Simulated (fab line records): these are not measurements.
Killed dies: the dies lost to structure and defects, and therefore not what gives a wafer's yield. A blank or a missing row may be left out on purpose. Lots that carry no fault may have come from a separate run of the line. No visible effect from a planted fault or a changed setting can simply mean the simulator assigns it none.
8D (eight disciplines) problem report, filled in by code || flow gf180mcu || the parts of the form that need people (team, actions taken, sign-off) are left out

== 1. THE PROBLEM ==
Mean V1_CVD_02_THK at GF_V1_THK_MEAS_03: 965 nm over 3 wafers in 2 lots; fault-free wafers: 854 nm, standard deviation 12. That is +9.3 standard deviations from the usual mean.
First seen on wafer L197.1, day 23 01:00, on filmMetro-03. Wafers with a number at this step in the record: 36, from 12 lots. Rule for "out", or "out of limits": more than 4 standard deviations from the usual mean. The rest of the wafers with a number are treated as sound.

== 2. WHAT THIS IS AND IS NOT ==
{"question": "which readings at this step", "is": "V1_CVD_02_THK", "is not": "-"}
{"question": "which lots", "is": "L197, L200", "is not": "L182, L183, L184, L186, L187, L188, L190, L192, L193, L194"}
{"question": "which wafers of those lots", "is": "L197.1, L200.1, L200.4", "is not": "L197.3, L197.5, L200.2"}
{"question": "read on which gauges", "is": "filmMetro-03, filmMetro-04", "is not": "filmMetro-02"}
{"question": "when", "is": "from day 23 01:00", "is not": "up to then (32 sound wafers); but 1 sound wafer of L200 came after"}

== 3. THE SUSPECTS, EACH WITH WHAT RULES IT OUT ==
Counting: a tool at a process step up to the reading stays a suspect if it ran every lot that is out. Sound lots after the first of them don't rule it out here, since some wafers of a struck lot are sound.
- the gauge at GF_V1_THK_MEAS_03: ruled out. 2 gauges (filmMetro-03, filmMetro-04) read the wafers that are out.
- pecvd-01 at GF_V1_CVD_02 (deposits SiO2 from TEOS, target thk 850 nm, time 94.851 s): kept. It ran every lot that is out, first L197 (day 23 00:56); its last sound lot up to then is L194 (day 22 03:35). Out on those wafers are its own readings of runLengthS.
Left after counting: pecvd-01 at GF_V1_CVD_02.

== 4. THE CAUSE (what the simulator had put in) ==
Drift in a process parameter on pecvd-01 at GF_V1_CVD_02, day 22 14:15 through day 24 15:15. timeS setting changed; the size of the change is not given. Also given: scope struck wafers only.
Counting left only this tool.

== 5. THE CHAIN OF EFFECTS, in route order ==
Rows list readings where the struck wafers' mean (over those with a number) sits beyond 3 standard deviations from the usual. Only readings whose record carries a usual standard deviation are examined. hours: median over the lots of the time between each lot's start at the first step of this table that gives one and its start at this step. sigmas: the change, counted in usual standard deviations.
{"hours": 0, "step": "GF_V1_CVD_02", "reading": "runLengthS", "usual": "122.7 s", "on struck wafers": 136.2, "change": "+13.5", "sigmas": "+25"}
{"hours": 0, "step": "GF_V1_THK_MEAS_03", "reading": "V1_CVD_02_THK", "usual": "854 nm", "on struck wafers": 965, "change": "+111", "sigmas": "+9.3"}
{"hours": 0, "step": "GF_V1_CMP_04", "reading": "timeToEndpointS", "usual": "79 s", "on struck wafers": 120, "change": "+41", "sigmas": "+6.5"}
Its process steps:
- GF_V1_CVD_02: deposits SiO2 from TEOS, target thk 850 nm, time 94.851 s.
- GF_V1_CMP_04: polishes SiO2.

== 6. WHAT WOULD HAVE CAUGHT IT SOONER ==
The first out-of-limits reading at a measuring or inspecting step in this record came at day 23 01:00, 11 hours after the fault's start at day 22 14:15.
At GF_V1_CVD_02, the tool's own readings (runLengthS) were out on each struck wafer the step has a row for, so an alarm limit on them would have fired on the first such wafer.
Of the lots that are out (2), L200 began GF_V1_CVD_02 on pecvd-01 after day 23 01:00. A hold on the tool at that time would have spared it.
